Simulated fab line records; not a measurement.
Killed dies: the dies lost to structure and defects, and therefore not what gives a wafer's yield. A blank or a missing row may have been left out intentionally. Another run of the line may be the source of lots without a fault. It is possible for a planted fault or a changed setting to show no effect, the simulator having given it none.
Matching of chambers | flow sfq line | cmp-02 running SFQ_TRILAYER_A5B_CMP_CMP_130: 4 sister chambers
The step polishes, stops on Nb, target thk 340.7 nm. 18 wafers are shown with their chamber, then 9 later ones without.

WAFERS PAIRED WITH THEIR CHAMBERS
wafer  | chamber | motor current A (A) | platen rpm (rpm)
L951.1 | 0       | 10.2                | 59.98
L951.3 | 3       | 9.2                 | 60.02
L951.4 | 2       | 9.4                 | 59.97
L953.2 | 3       | 9.6                 | 59.94
L953.5 | 3       | 9.4                 | 60.04
L953.6 | 2       | 8.8                 | 60.04
L954.1 | 1       | 11.2                | 60.01
L954.5 | 0       | 10.0                | 60.01
L954.6 | 1       | 11.4                | 59.98
L956.2 | 0       | 10.2                | 60.04
L956.4 | 2       | 9.4                 | 59.94
L956.6 | 0       | 9.7                 | 59.97
L957.2 | 1       | 11.9                | 60.00
L957.4 | 3       | 9.4                 | 59.96
L957.6 | 0       | 9.9                 | 60.01
L959.3 | 1       | 11.0                | 59.98
L959.5 | 1       | 12.1                | 60.00
L959.6 | 0       | 10.0                | 59.99

SIGNATURES (means of the wafers above)
reading         | chamber 0 | chamber 1 | chamber 2 | chamber 3 | scatter within a chamber
motor current A | 10.000    | 11.520    | 9.200     | 9.400     | 0.313
platen rpm      | 60.0000   | 59.9940   | 59.9833   | 59.9900   | 0.0338
Rule: for a wafer and a chamber, the distance is found by dividing, reading by reading, the gap between the wafer's reading and the chamber's mean by the reading's scatter, squaring, summing and taking the root. If the next closest chamber is less than 2 further off than the closest, the wafer can't be placed; otherwise it belongs to the closest. The scatter: take each reading less its chamber's mean, square it, sum over the shown wafers, divide by the number of wafers less the number of chambers, and take the root.

WAFERS WHOSE CHAMBER IS MISSING
wafer  | motor current A (A) | platen rpm (rpm)
L960.3 | 11.9                | 60.06
L960.4 | 9.0                 | 59.94
L960.5 | 10.3                | 59.90
L966.1 | 9.7                 | 59.92
L966.3 | 11.2                | 59.97
L966.4 | 9.4                 | 59.98
L967.1 | 9.1                 | 60.01
L967.3 | 9.3                 | 59.98
L967.4 | 11.3                | 60.03

EACH ONE'S CHAMBER
wafer  | from the rows above               | in truth
L960.3 | 1                                 | 1
L960.4 | can't be placed: 2 or 3           | 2
L960.5 | can't be placed: 0 or 3 or 2 or 1 | 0
L966.1 | can't be placed: 3 or 2 or 0      | 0
L966.3 | 1                                 | 1
L966.4 | can't be placed: 3 or 2 or 0      | 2
L967.1 | can't be placed: 2 or 3           | 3
L967.3 | can't be placed: 2 or 3 or 0      | 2
L967.4 | 1                                 | 1
Placed correctly: 3 of 9. Not placeable from these rows: 6 (in 6, the candidates include the true chamber). Wrongly placed: 0.
